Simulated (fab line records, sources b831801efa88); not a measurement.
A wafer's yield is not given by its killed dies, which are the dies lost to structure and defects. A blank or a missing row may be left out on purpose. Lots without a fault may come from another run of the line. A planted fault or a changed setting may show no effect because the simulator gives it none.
Which of the tools did it? | flow gf180mcu | Sampling: 11 lots, 33 wafers, 3 of 602 route steps

== WHAT THE GAUGES SHOWED, per wafer ==
GF_VT_IMPLANT_RS_MEAS_46: a four-point-probe measurement.
lot  | measured     | on            | MVSD_RS (ohm/sq)
L430 | day 7 12:38  | film-metro-04 | 456.3 456.3 455.4
L431 | day 7 19:47  | film-metro-04 | 457.1 456.0 455.9
L432 | day 8 01:13  | film-metro-04 | 456.7 456.0 455.7
L437 | day 9 18:54  | film-metro-02 | 457.8 454.5 455.2
L442 | day 10 23:05 | film-metro-01 | 458.4 457.7 457.2
L443 | day 11 03:35 | film-metro-01 | 456.4 455.9 454.9
L444 | day 11 11:06 | film-metro-04 | 458.3 457.5 457.9
L446 | day 12 01:37 | film-metro-04 | 458.6 457.1 457.9
L448 | day 12 11:52 | film-metro-04 | 485.0 485.2 484.2
L449 | day 12 22:35 | film-metro-01 | 486.3 487.3 487.1
L451 | day 13 12:34 | film-metro-02 | 457.9 457.5 456.1

== WHICH TOOL RAN EACH LOT (tool, then ch and the chambers of the sampled wafers, then the start) ==
lot  | GF_DNWELL_STRIP_08                  | GF_MVSD_IMPLANT_09
L430 | plasma-asher-02 ch 0,1, day 2 19:59 | implanter-02 ch 0, day 4 10:28
L431 | plasma-asher-04 ch 0,1, day 3 00:17 | implanter-02 ch 0, day 4 15:28
L432 | plasma-asher-02 ch 0,1, day 3 05:05 | implanter-04 ch 0, day 4 20:07
L437 | plasma-asher-02 ch 0, day 4 12:09   | implanter-03 ch 0, day 6 08:05
L442 | plasma-asher-02 ch 0,1, day 5 11:05 | implanter-04 ch 0, day 7 09:49
L443 | plasma-asher-02 ch 0,1, day 5 16:03 | implanter-03 ch 0, day 7 13:52
L444 | plasma-asher-02 ch 0,1, day 5 19:57 | implanter-04 ch 0, day 7 18:53
L446 | plasma-asher-03 ch 0,1, day 6 08:50 | implanter-02 ch 0, day 8 08:46
L448 | plasma-asher-02 ch 0,1, day 6 17:26 | implanter-04 ch 0, day 8 17:46
L449 | plasma-asher-02 ch 0,1, day 6 23:53 | implanter-04 ch 0, day 9 01:28
L451 | plasma-asher-02 ch 0,1, day 7 11:08 | implanter-02 ch 0, day 9 14:20
- GF_DNWELL_STRIP_08: strips in O2/N2.
- GF_MVSD_IMPLANT_09

== THE ANSWER, worked out from the rows above alone ==
Rule: usual is defined by the lots themselves. The widest of any qualifying gaps counts: lots, ordered by their means at a reading, are off when they make up no more than a third of the lots, leave a main group of 4 or more, and stand apart from it by 3 or more times the standard deviation of that group's means. A main group whose means are all the same, to the digits that the tables above print for the reading, isn't used. A lot without any number at a reading at which 4 lots or more have one is off too. The other lots that the step has rows for count as sound.
Off: L448, L449, at GF_VT_IMPLANT_RS_MEAS_46 (MVSD_RS). The main group has a mean of 456.7 ohm/sq with a standard deviation of 0.87.
If a tool, at a process step before that reading, ran all the lots that are off and no sound lot after the first of them, it fits. Those tools and the gauges at GF_VT_IMPLANT_RS_MEAS_46 are tried in the same way. One candidate fits, namely implanter-04 at GF_MVSD_IMPLANT_09. Its last sound lot is L444 (day 7 18:53), its first lot that is off L448 (day 8 17:46): a fault that began between those two fits.

== WHAT THE SIMULATOR HAD INSERTED ==
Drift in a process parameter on implanter-04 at GF_MVSD_IMPLANT_09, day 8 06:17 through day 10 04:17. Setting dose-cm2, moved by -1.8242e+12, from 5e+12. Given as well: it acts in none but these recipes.
Struck lots among those shown: L448, L449. This agrees with what the rule above found.
